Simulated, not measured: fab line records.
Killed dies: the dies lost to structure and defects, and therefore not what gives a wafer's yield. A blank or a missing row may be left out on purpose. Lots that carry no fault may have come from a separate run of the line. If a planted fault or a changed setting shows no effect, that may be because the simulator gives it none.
Chamber matching + flow gf180mcu + GF_CONTACT_CMP_04 on cmp-02 has 4 sister chambers
The step polishes SiO2. 4 wafers are shown with their chamber, then 8 later ones without.

EACH WAFER AND ITS CHAMBER
| wafer  | chamber | motor current A (A) |
|--------|---------|---------------------|
| L437.5 | 2       | 12.4                |
| L443.5 | 3       | 12.8                |
| L443.6 | 0       | 12.8                |
| L450.2 | 1       | 10.9                |

WAFERS WITH NO CHAMBER GIVEN
| wafer  | motor current A (A) |
|--------|---------------------|
| L450.4 | 12.6                |
| L450.6 | 10.3                |
| L455.3 | 10.7                |
| L455.5 | 13.2                |
| L455.6 | 13.4                |
| L456.3 | 12.2                |
| L456.5 | 13.1                |
| L456.6 | 11.3                |

CHAMBER TAKEN BY EACH
| wafer  | from the rows above          | in truth |
|--------|------------------------------|----------|
| L450.4 | can't be placed: 2 or 0 or 3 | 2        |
| L450.6 | 1                            | 1        |
| L455.3 | 1                            | 1        |
| L455.5 | can't be placed: 0 or 3 or 2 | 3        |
| L455.6 | can't be placed: 0 or 3 or 2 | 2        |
| L456.3 | can't be placed: 2 or 0 or 3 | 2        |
| L456.5 | can't be placed: 0 or 3 or 2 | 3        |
| L456.6 | can't be placed: 1 or 2      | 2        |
2 of 8 placed correctly. Can't be placed from these rows: 6 (the true chamber is among the candidates in 6). 0 placed wrongly.
How it was worked out, from the rows above alone: a wafer's distance from a chamber is the root of the sum, over the readings, of the square of ((its reading less the chamber's mean) divided by the reading's scatter). The wafer belongs to the nearest chamber; if the next one is less than 2 further off, it can't be placed. For every chamber, the mean is computed from those of its wafers that are shown. The scatter: root of mean squared gap, hidden wafer to nearest shown wafer, with one shown wafer a chamber.
